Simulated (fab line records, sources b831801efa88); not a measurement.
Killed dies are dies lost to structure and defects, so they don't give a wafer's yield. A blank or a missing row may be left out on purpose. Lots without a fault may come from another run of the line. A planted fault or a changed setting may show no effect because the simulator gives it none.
A struck lot beside a sound one | flow sky130 | 15 steps out of a route of 708
Sound: wafers L999.2, L999.3, L999.4. Struck: wafers L992.4, L992.5. The cause comes at the end.
At each step with rows: each side's tool, then ch and its chambers, then its first start. Under that, the readings that differ: sound wafers | struck wafers | difference of the means | sigmas: that difference in standard deviations of wafers without a fault.
alike: readings whose means differ by less than 2 such deviations, and words and numbers that are the same on both sides. not compared: withheld readings, readings that some wafer has no value for, bounds like >300 that may hide the same value, and numbers for which the record gives no deviation and whose values overlap.
The two part at a step that has a row with sigmas, a row that says differs or no value, or rows on one side only. Numbers that don't overlap but have no deviation are shown without sigmas and don't part them. A reading that every wafer of one side lacks parts them only if that side has two wafers or more.

SKY_NWELL_TW_MEAS_26:
  sound on film_metro-03, day 10 14:58; struck on film_metro-03, day 8 19:07
  alike: NWELL_2_TW
then, 1 step without rows for these wafers: SKY_NWELL_CLEAN_27 (cleans in SC1/SC2, time 150 s).
SKY_NWELL_RTA_28: time 30 s.
  sound on rtp_anneal-01 ch 0, day 10 15:05; struck on rtp_anneal-01 ch 0, day 8 19:14
  alike: lamp_power_pct, ramp_up_c_per_s, wafer_temp_C_max
SKY_NWELL_RS_MEAS_29: measures by four-point-probe.
  sound on film_metro-04, day 10 15:11; struck on film_metro-04, day 8 19:21
  reading           | sound             | struck      | difference | sigmas
  NWELL_RS (ohm/sq) | 625.7 626.1 626.8 | 622.4 622.8 | -3.6       | -2
SKY_NWELL_RS_MEAS_31: measures by four-point-probe.
  sound on film_metro-04, day 10 15:26; struck on film_metro-04, day 8 19:35
  alike: PWDE_RS
then, 6 steps without rows for these wafers: SKY_VT_ADJUST_HVTP_DEHYDRATE_00 (time 60 s); SKY_VT_ADJUST_HVTP_HMDS_01 (prime time 60 s); SKY_VT_ADJUST_HVTP_COAT_02 (resist thk 1140 nm); SKY_VT_ADJUST_HVTP_SOFTBAKE_03 (time 60 s); SKY_VT_ADJUST_HVTP_EXPOSE_04 (exposes mask HVTPM, target cd 380 nm); SKY_VT_ADJUST_HVTP_PEB_05.
SKY_VT_ADJUST_HVTP_DEVELOP_06: develop time 60 s.
  sound on litho_track-04 ch 0, day 11 14:22; struck on litho_track-03 ch 0, day 9 17:13
  alike: resist_line_temp_C
SKY_VT_ADJUST_HVTP_CD_MEAS_07: target cd 380 nm.
  sound on cd_sem-01, day 11 14:31; struck on cd_sem-02, day 9 17:21
  reading    | sound             | struck      | difference | sigmas
  cd_nm (nm) | 381.3 381.8 378.1 | 259.3 255.9 | -122.8     | -53
SKY_VT_ADJUST_HVTP_OVL_MEAS_08:
  sound on overlay-02, day 11 14:37; struck on overlay-01, day 9 17:26
  alike: VT_ADJUST_HVTP_OVL
then, 1 step without rows for these wafers: SKY_PAD_OPEN_PROBE_99.

WHERE THEY PART
First at SKY_NWELL_RS_MEAS_29; last, within this record, at SKY_VT_ADJUST_HVTP_CD_MEAS_07. Later steps at which nothing parts them and some readings are alike: SKY_VT_ADJUST_HVTP_OVL_MEAS_08.

WHY: what the simulator had put in
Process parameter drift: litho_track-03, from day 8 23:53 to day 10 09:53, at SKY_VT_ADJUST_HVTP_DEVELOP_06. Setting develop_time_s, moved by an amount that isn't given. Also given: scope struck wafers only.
